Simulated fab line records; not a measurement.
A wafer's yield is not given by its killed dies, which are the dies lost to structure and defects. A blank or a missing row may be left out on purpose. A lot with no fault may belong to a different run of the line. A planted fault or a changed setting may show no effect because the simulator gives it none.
Chamber matching / flow gf180mcu / GF_V5_CMP_26 on cmp-01: 4 sister chambers
The step polishes, stops on SiO2, t overpolish 15 s, target thk 0 nm. 8 wafers are shown with their chamber, then 7 later ones without.

== EACH WAFER AND ITS CHAMBER ==
wafer=L126.3; chamber=3; motor current A (A)=12.8; time to endpoint s (s)=86
wafer=L127.2; chamber=3; motor current A (A)=12.7; time to endpoint s (s)=87
wafer=L127.5; chamber=2; motor current A (A)=11.4; time to endpoint s (s)=86
wafer=L129.1; chamber=1; motor current A (A)=11.3; time to endpoint s (s)=82
wafer=L129.3; chamber=2; motor current A (A)=11.8; time to endpoint s (s)=83
wafer=L129.6; chamber=0; motor current A (A)=11.6; time to endpoint s (s)=81
wafer=L140.1; chamber=0; motor current A (A)=11.9; time to endpoint s (s)=85
wafer=L140.2; chamber=1; motor current A (A)=11.6; time to endpoint s (s)=87

== WAFERS WITHOUT THEIR CHAMBER ==
wafer=L140.3; motor current A (A)=12.5; time to endpoint s (s)=86
wafer=L145.2; motor current A (A)=11.7; time to endpoint s (s)=86
wafer=L145.3; motor current A (A)=11.4; time to endpoint s (s)=92
wafer=L145.5; motor current A (A)=11.6; time to endpoint s (s)=88
wafer=L147.1; motor current A (A)=13.1; time to endpoint s (s)=83
wafer=L147.2; motor current A (A)=10.5; time to endpoint s (s)=86
wafer=L147.3; motor current A (A)=11.9; time to endpoint s (s)=84

== WHICH CHAMBER EACH WENT THROUGH ==
wafer=L140.3; from the rows above=3; in truth=3
wafer=L145.2; from the rows above=can't be placed: 2 or 0 or 1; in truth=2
wafer=L145.3; from the rows above=can't be placed: 1 or 2 or 0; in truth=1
wafer=L145.5; from the rows above=can't be placed: 2 or 1 or 0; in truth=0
wafer=L147.1; from the rows above=3; in truth=3
wafer=L147.2; from the rows above=can't be placed: 1 or 2 or 0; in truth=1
wafer=L147.3; from the rows above=can't be placed: 0 or 2 or 1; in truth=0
Placed correctly: 2 of 7. From these rows, 5 cannot be placed; in 5 the true chamber is one of the candidates. Number placed wrongly: 0.
How it was worked out, from the rows above alone: a wafer's distance from a chamber is the root of the sum, over the readings, of the square of ((its reading less the chamber's mean) divided by the reading's scatter). If the next closest chamber is less than 2 further off than the closest, the wafer can't be placed; otherwise it belongs to the closest. The mean given for a chamber averages the wafers shown for that chamber. The scatter: the root of (the sum of the squares of (reading less its chamber's mean) over the shown wafers, divided by (wafers less chambers)).
